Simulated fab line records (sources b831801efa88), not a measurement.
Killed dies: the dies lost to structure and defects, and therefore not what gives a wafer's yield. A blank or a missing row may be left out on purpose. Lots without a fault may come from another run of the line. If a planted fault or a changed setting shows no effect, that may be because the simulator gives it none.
fab line records	flow sky130
record lots=11	wafers=32	last-day=50
route steps=708 shown LI_CONTACT@378 CONTACT@410
lots that met no fault: taken from a fault-free run of the same line
start-h: hours from the record's opening day to when the first of the lot's shown wafers began	wait-h: hours since the lot's step before	" repeats the value in the row above	L1.1+2: a row that stands for several wafers	- value missing, or start not given	* or withheld: withheld	< > ~ a bound
route shown NAME@n: NAME is a module with steps in the file, n the number in the route of the first one	usual: the fault-free wafers' mean and standard deviation	same: alike in all rows	chamber/n: place in a boat	sites: per-site readings	_std_site: their standard deviation	_edge_site: mean of outer sites minus mean of inner sites	radius-mm: how far each site lies from the wafer's centre	mask NAME#n: copy n	behind: the tool/chamber that last shaped the wafer	hold: what put the lot on hold/how long, in hours/how the hold closed	device: which transistor (n, p or np) failed to switch	end of line: tests of these same wafers at the route's end	for a step that has no rows: nothing shown but its recipe	killed: dies lost to structure and defects at the first sort, not the wafer's yield	map: per-die view of a wafer (x killed, . not killed, _ where there is no die)
set.NAME: the run value of the setting; set.NAME@STEP: its run value at that earlier step	model.NAME: the simulator's own value behind a step, which no gauge read
steps of the route over a sample of lots; a table a step, a row a wafer
services: from which hour (start-h, from the record's first day; less than 0 if before it) a tool's chamber was out of use, for how many hours, and why
## steps
# step SKY_LI_CONTACT_STRIP_16
# recipe chemistry=O2/N2	power-w=1400	pressure-mtorr=1500	platen-temp-c=withheld	o2-flow-sccm=3000	n2-flow-sccm=300	overash-fraction=0.5
# usual chamber-pressure-mTorr=1500.0/1.6	drypump-motor-current-A=5.6/0.47	oes-product-au=0.375/0.0051	strip-time-to-endpoint-s=3.50/0.034
lot.wafer	tool	chamber	start-h	wait-h	chamber-pressure-mTorr	drypump-motor-current-A	oes-product-au	rf-hours-counter-h	strip-time-to-endpoint-s
L237.1	plasma-asher-01	0	710.72	-	1499.8	5.0	0.372	60	3.47
L237.4	"	1	"	"	1501.3	5.8	0.366	-	3.46
L237.6	"	0	"	"	1500.5	5.0	0.386	-	3.49
L238.1	plasma-asher-01	0	725.42	-	1500.1	5.0	0.367	61	3.49
L238.3	"	0	"	"	1499.5	5.0	0.378	-	3.47
L238.5	"	0	"	"	1498.1	5.0	0.368	-	3.45
L239.1	plasma-asher-04	0	729.41	-	1498.1	6.4	0.375	102	3.51
L239.4	"	1	"	"	1500.7	6.1	0.371	-	3.48
L239.6	"	0	"	"	1500.7	6.4	0.374	-	3.52
L241.1	plasma-asher-02	0	736.42	-	1500.3	5.5	0.374	91	3.48
L241.3	"	1	"	"	1497.8	5.2	0.360	-	3.45
L241.6	"	0	"	"	1500.1	5.4	0.378	-	3.47
L243.2	plasma-asher-02	0	748.31	-	1501.9	5.5	0.378	92	3.47
L243.5	"	1	"	"	1500.7	5.1	0.380	-	3.48
L243.6	"	0	"	"	1498.0	5.5	0.377	-	3.48
L242.1	plasma-asher-01	1	749.13	-	1501.0	5.9	0.386	63	3.53
L242.2	"	0	"	"	1501.9	5.0	0.374	63	3.50
L242.3	"	1	"	"	1498.5	5.9	0.382	-	3.55
L248.1	plasma-asher-01	1	791.51	-	1501.3	5.9	0.376	68	3.48
L248.2	"	0	"	"	1501.4	5.0	0.371	68	3.50
L248.4	"	1	"	"	1502.4	5.8	0.376	-	3.55
L249.1	plasma-asher-02	0	801.11	-	1501.7	5.4	0.372	98	3.49
L249.2	"	1	"	"	1500.0	5.2	0.381	98	3.54
L249.3	"	0	"	"	1499.2	5.5	0.369	-	3.55
L252.2	plasma-asher-01	0	817.51	-	1500.6	5.0	0.379	70	3.52
L252.3	"	1	"	"	1499.4	5.8	0.375	-	3.47
L252.4	"	0	"	"	1499.1	5.0	0.370	-	3.50
L255.4	plasma-asher-02	1	847.91	-	1498.0	5.1	0.368	-	3.49
L255.5	"	0	"	"	1498.4	5.5	0.366	-	3.45
L255.6	"	1	"	"	1500.3	5.2	0.371	-	3.53
L256.4	plasma-asher-02	0	850.71	-	1500.5	5.5	0.378	-	3.46
L256.5	"	0	"	"	1499.6	5.5	0.377	-	3.50
# step SKY_LI_CONTACT_SPUTTER_19
# recipe material=Ti	target-thk-nm=20	chamber-pressure-pa=5	power-w=2500	substrate-temp-c=200	time-s=106.37
# usual throttle-valve-pct=29.5/1
# same time-s=106.37
lot.wafer	tool	chamber	start-h	wait-h	throttle-valve-pct
L237.1	pvd-sputter-04	-	711.02	0.0	30.9
L237.4	"	-	"	"	30.0
L237.6	"	-	"	"	30.6
L238.1	pvd-sputter-02	-	725.72	0.0	28.9
L238.3	"	-	"	"	29.2
L238.5	"	-	"	"	29.1
L239.1	pvd-sputter-03	-	729.72	0.0	28.3
L239.4	"	-	"	"	30.2
L239.6	"	-	"	"	30.2
L241.1	pvd-sputter-02	-	736.72	0.0	29.2
L241.3	"	-	"	"	30.1
L241.6	"	-	"	"	28.8
L243.2	pvd-sputter-04	-	748.60	0.0	30.9
L243.5	"	-	"	"	28.0
L243.6	"	-	"	"	28.4
L242.1	pvd-sputter-03	-	749.42	0.0	28.8
L242.2	"	-	"	"	28.2
L242.3	"	-	"	"	30.0
L248.1	pvd-sputter-02	-	791.82	0.0	29.6
L248.2	"	-	"	"	30.9
L248.4	"	-	"	"	29.0
L249.1	pvd-sputter-02	-	801.40	0.0	29.0
L249.2	"	-	"	"	29.7
L249.3	"	-	"	"	30.5
L252.2	pvd-sputter-04	-	817.80	0.0	28.5
L252.3	"	-	"	"	27.7
L252.4	"	-	"	"	30.7
L255.4	pvd-sputter-04	-	848.17	0.0	30.1
L255.5	"	-	"	"	28.7
L255.6	"	-	"	"	27.8
L256.4	pvd-sputter-03	-	850.97	0.0	28.8
L256.5	"	-	"	"	27.9
# step SKY_CONTACT_CMP_04
# recipe material=SiO2	down-force-psi=4	platen-rpm=60	pad-velocity-m-s=0.94248
# usual motor-current-A=11.9/0.88	time-to-endpoint-s=84/4.2
lot.wafer	tool	chamber	start-h	wait-h	motor-current-A	time-to-endpoint-s
L237.1	cmp-01	1	742.12	0.1	12.1	80
L237.4	"	2	"	"	11.0	84
L237.6	"	1	"	"	11.9	84
L238.3	cmp-01	0	755.62	0.3	11.1	86
L238.1	"	1	"	"	12.6	84
L238.5	"	0	"	"	11.8	86
L239.1	cmp-01	3	758.93	0.1	13.0	84
L239.4	"	1	"	"	12.1	81
L239.6	"	3	"	"	12.4	79
L241.1	cmp-02	2	766.58	0.1	11.3	78
L241.3	"	0	"	"	12.7	81
L241.6	"	2	"	"	10.3	77
L243.2	cmp-02	0	778.26	0.0	13.9	75
L243.5	"	0	"	"	12.8	82
L243.6	"	1	"	"	11.7	86
L242.1	cmp-01	1	778.98	0.1	12.9	84
L242.2	"	2	"	"	11.2	87
L242.3	"	0	"	"	12.0	85
L248.4	cmp-01	0	821.06	0.1	11.6	85
L248.2	"	1	"	"	11.7	82
L248.1	"	2	"	"	11.7	89
L249.1	cmp-01	0	830.25	0.1	11.7	82
L249.3	"	1	"	"	11.9	83
L249.2	"	3	"	"	12.4	83
L252.4	cmp-01	3	847.40	0.2	13.0	83
L252.3	"	0	"	"	11.7	82
L252.2	"	2	"	"	12.1	85
L255.4	cmp-01	2	876.44	0.1	11.1	84
L255.5	"	0	"	"	11.5	92
L255.6	"	1	"	"	11.7	74
L256.4	cmp-01	0	879.88	0.2	11.3	85
L256.5	"	1	"	"	12.4	96
# step SKY_CONTACT_ETCH_16
# recipe chemistry=N2/H2	target=BARC	ion-energy-ev=200	source-w=500	bias-w=100	pressure-mtorr=30	n2-flow-sccm=100	h2-flow-sccm=200	stop-on=SiO2	time-s=45.9	target-depth-a=600
# usual chamber-pressure-mTorr=30.002/0.027	drypump-motor-current-A=5.8/0.34	oes-product-au=0.855/0.0043	throttle-valve-pct=13.225/0.009
# same time-s=45.9
lot.wafer	tool	chamber	start-h	wait-h	chamber-pressure-mTorr	drypump-motor-current-A	oes-product-au	rf-hours-counter-h	throttle-valve-pct
L237.1	rie-diel-01	0	770.20	0.0	30.012	5.8	0.853	38	13.222
L237.4	"	3	"	"	29.991	5.9	0.856	3	13.215
L237.6	"	2	"	"	29.992	5.9	0.854	-	13.230
L238.1	rie-diel-01	0	784.23	0.0	30.027	5.8	0.852	39	13.233
L238.3	"	3	"	"	29.971	5.9	0.849	4	13.216
L238.5	"	0	"	"	30.044	5.8	0.858	-	13.227
L239.1	rie-diel-03	2	787.37	0.0	29.985	5.9	0.862	6	13.233
L239.4	"	1	"	"	30.002	6.2	0.851	1	13.238
L239.6	"	3	"	"	30.056	5.7	0.856	-	13.227
L241.1	rie-diel-02	1	794.82	0.0	29.968	5.1	0.853	6	13.229
L241.3	"	3	"	"	29.984	5.2	0.857	1	13.237
L241.6	"	1	"	"	30.036	5.1	0.855	-	13.218
L243.2	rie-diel-01	3	806.27	0.0	30.021	5.9	0.858	5	13.217
L243.5	"	1	"	"	29.954	6.3	0.852	-	13.213
L243.6	"	3	"	"	29.979	5.9	0.858	-	13.214
L242.1	rie-diel-02	1	806.93	0.0	30.046	5.0	0.853	6	13.229
L242.2	"	0	"	"	29.958	5.3	0.855	17	13.232
L242.3	"	3	"	"	29.977	5.3	0.859	2	13.214
L248.1	rie-diel-01	3	848.43	0.0	30.011	5.9	0.858	7	13.233
L248.2	"	1	"	"	30.015	6.3	0.856	14	13.222
L248.4	"	1	"	"	29.967	6.3	0.859	-	13.214
L249.1	rie-diel-02	3	857.73	0.0	30.046	5.3	0.860	4	13.214
L249.2	"	2	"	"	29.957	5.9	0.857	16	13.225
L249.3	"	1	"	"	30.006	5.1	0.859	8	13.215
L252.2	rie-diel-03	1	874.02	0.0	29.994	6.2	0.856	4	13.216
L252.3	"	2	"	"	29.977	5.9	0.844	9	13.224
L252.4	"	0	"	"	30.022	5.9	0.848	22	13.238
L255.4	rie-diel-03	2	903.00	0.0	30.040	5.9	0.854	10	13.224
L255.5	"	0	"	"	29.957	5.9	0.855	-	13.224
L255.6	"	1	"	"	30.045	6.2	0.852	-	13.220
L256.4	rie-diel-02	1	906.13	0.0	30.013	5.0	0.854	10	13.230
L256.5	"	0	"	"	29.988	5.3	0.857	-	13.221
# step SKY_CONTACT_ETCH_17
# recipe target=SiO2	chemistry=C4F8/O2/Ar	stop-on=Si3N4	mask-material=KrF-thick	source-w=1500	bias-w=1200	pressure-mtorr=40	c4f8-flow-sccm=withheld	O2_flow_sccm=6	Ar_flow_sccm=300	time-s=withheld	target-depth-a=3400
# usual chamber-pressure-mTorr=40.00/0.035	oes-product-au=0.892/0.0047
lot.wafer	tool	chamber	start-h	wait-h	chamber-pressure-mTorr	oes-product-au
L237.1	rie-diel-01	0	770.24	0.0	39.99	0.887
L237.4	"	3	"	"	40.08	0.893
L237.6	"	2	"	"	39.95	0.889
L238.1	rie-diel-01	0	784.27	0.0	39.94	0.889
L238.3	"	3	"	"	39.96	0.900
L238.5	"	0	"	"	40.01	0.889
L239.1	rie-diel-03	2	787.41	0.0	39.99	0.888
L239.4	"	1	"	"	40.07	0.888
L239.6	"	3	"	"	39.99	0.894
L241.1	rie-diel-02	1	794.86	0.0	39.98	0.882
L241.3	"	3	"	"	40.05	0.899
L241.6	"	1	"	"	39.99	0.894
L243.2	rie-diel-01	3	806.31	0.0	40.05	0.890
L243.5	"	1	"	"	40.03	0.889
L243.6	"	3	"	"	39.99	0.888
L242.1	rie-diel-02	1	806.97	0.0	39.97	0.895
L242.2	"	0	"	"	40.01	0.890
L242.3	"	3	"	"	40.01	0.895
L248.1	rie-diel-01	3	848.47	0.0	40.00	0.894
L248.2	"	1	"	"	39.95	0.889
L248.4	"	1	"	"	39.99	0.893
L249.1	rie-diel-02	3	857.77	0.0	39.95	0.891
L249.2	"	2	"	"	40.03	0.891
L249.3	"	1	"	"	40.00	0.890
L252.2	rie-diel-03	1	874.06	0.0	39.99	0.898
L252.3	"	2	"	"	40.07	0.894
L252.4	"	0	"	"	39.96	0.889
L255.4	rie-diel-03	2	903.04	0.0	39.99	0.890
L255.5	"	0	"	"	40.06	0.832
L255.6	"	1	"	"	40.00	0.888
L256.4	rie-diel-02	1	906.17	0.0	39.99	0.883
L256.5	"	0	"	"	40.01	0.828
## services
tool	chamber	start-h	hours	kind
plasma-asher-01	-	690.53	2.8	pm
rie-diel-03	3	702.33	9.5	repair
rie-diel-03	1	719.12	2.4	repair
cmp-01	-	722.92	1.6	repair
pvd-sputter-04	-	727.20	4.8	repair
pvd-sputter-02	-	744.56	13.8	repair
rie-diel-01	2	746.35	3.0	repair
rie-diel-02	-	748.10	0.9	repair
cmp-01	-	749.50	4.0	pm
pvd-sputter-02	-	753.37	1.3	repair
pvd-sputter-02	-	769.51	2.3	repair
rie-diel-01	1	779.37	3.6	repair
rie-diel-02	2	783.51	3.7	repair
pvd-sputter-04	-	801.15	5.0	repair
rie-diel-02	2	802.92	45.2	repair
pvd-sputter-04	-	810.33	0.9	repair
pvd-sputter-03	-	826.09	6.4	repair
rie-diel-01	2	834.36	16.5	repair
rie-diel-03	-	839.53	4.9	repair
pvd-sputter-04	-	850.83	2.8	repair
cmp-01	-	853.43	0.9	repair
rie-diel-03	3	858.05	14.4	repair
rie-diel-01	0	864.29	14.0	repair
cmp-01	-	882.59	5.5	pm
## key
first-sign step=SKY_CONTACT_ETCH_17	reading=oes-product-au	direction=down	sigmas=13	usual=0.892	struck=0.830
effect none on later readings
met-at SKY_CONTACT_CMP_04
struck-lots L255,L256
struck-wafers L255.5,L256.5
tester-left-out L255,L256
not-acting-at SKY_LI_CONTACT_STRIP_16,SKY_LI_CONTACT_SPUTTER_19,SKY_CONTACT_ETCH_16
onset-between 847.40 876.44
fault kind=process-parameter-drift	tool=cmp-01	chamber=-	onset-h=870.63	steps=SKY_CONTACT_CMP_04	channel=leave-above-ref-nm	offset=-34	shape=step	end-h=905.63	scope=struck-wafers-only	acts-in=these-recipes-only	stated=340
# tester-left-out: of these lots the tester's yield and bins aren't shown, on N5 and GAA mostly nor the transistor test; their killed dies are dies lost to structure and defects alone, not to doping, threshold or leakage, so they don't give the yield
